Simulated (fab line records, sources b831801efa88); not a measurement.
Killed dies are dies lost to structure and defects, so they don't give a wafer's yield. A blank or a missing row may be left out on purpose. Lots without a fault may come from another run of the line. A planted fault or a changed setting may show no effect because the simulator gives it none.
Matching of chambers || flow gf180mcu || GF_V3_CMP_04 on cmp-01: 4 sister chambers
The step polishes SiO2. 4 wafers are shown with their chamber, then 7 later ones without.

== EACH WAFER AND ITS CHAMBER ==
{"wafer": "L859.3", "chamber": 0, "motorCurrentA (A)": 11.9}
{"wafer": "L860.4", "chamber": 1, "motorCurrentA (A)": 10.9}
{"wafer": "L865.1", "chamber": 3, "motorCurrentA (A)": 13.8}
{"wafer": "L865.2", "chamber": 2, "motorCurrentA (A)": 10.2}

== WAFERS MISSING THEIR CHAMBER ==
{"wafer": "L865.3", "motorCurrentA (A)": 12.3}
{"wafer": "L875.3", "motorCurrentA (A)": 12.0}
{"wafer": "L875.4", "motorCurrentA (A)": 11.7}
{"wafer": "L875.5", "motorCurrentA (A)": 10.4}
{"wafer": "L877.1", "motorCurrentA (A)": 12.1}
{"wafer": "L877.4", "motorCurrentA (A)": 9.9}
{"wafer": "L877.6", "motorCurrentA (A)": 11.8}

== EACH ONE'S CHAMBER ==
{"wafer": "L865.3", "from the rows above": 0, "in truth": 0}
{"wafer": "L875.3", "from the rows above": 0, "in truth": 0}
{"wafer": "L875.4", "from the rows above": 0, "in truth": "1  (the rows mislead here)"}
{"wafer": "L875.5", "from the rows above": "can't be placed: 2 or 1", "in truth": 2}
{"wafer": "L877.1", "from the rows above": 0, "in truth": 0}
{"wafer": "L877.4", "from the rows above": 2, "in truth": 2}
{"wafer": "L877.6", "from the rows above": 0, "in truth": 0}
Placed correctly: 5 of 7. These rows do not allow placing 1 (true chamber among the candidates in 1). Placed wrongly: 1.
How it was worked out, from the rows above alone: a wafer's distance from a chamber is the root of the sum, over the readings, of the square of ((its reading less the chamber's mean) divided by the reading's scatter). If the next closest chamber is less than 2 further off than the closest, the wafer can't be placed; otherwise it belongs to the closest. The mean given for a chamber averages the wafers shown for that chamber. The scatter: root of mean squared gap, hidden wafer to nearest shown wafer, with one shown wafer a chamber.
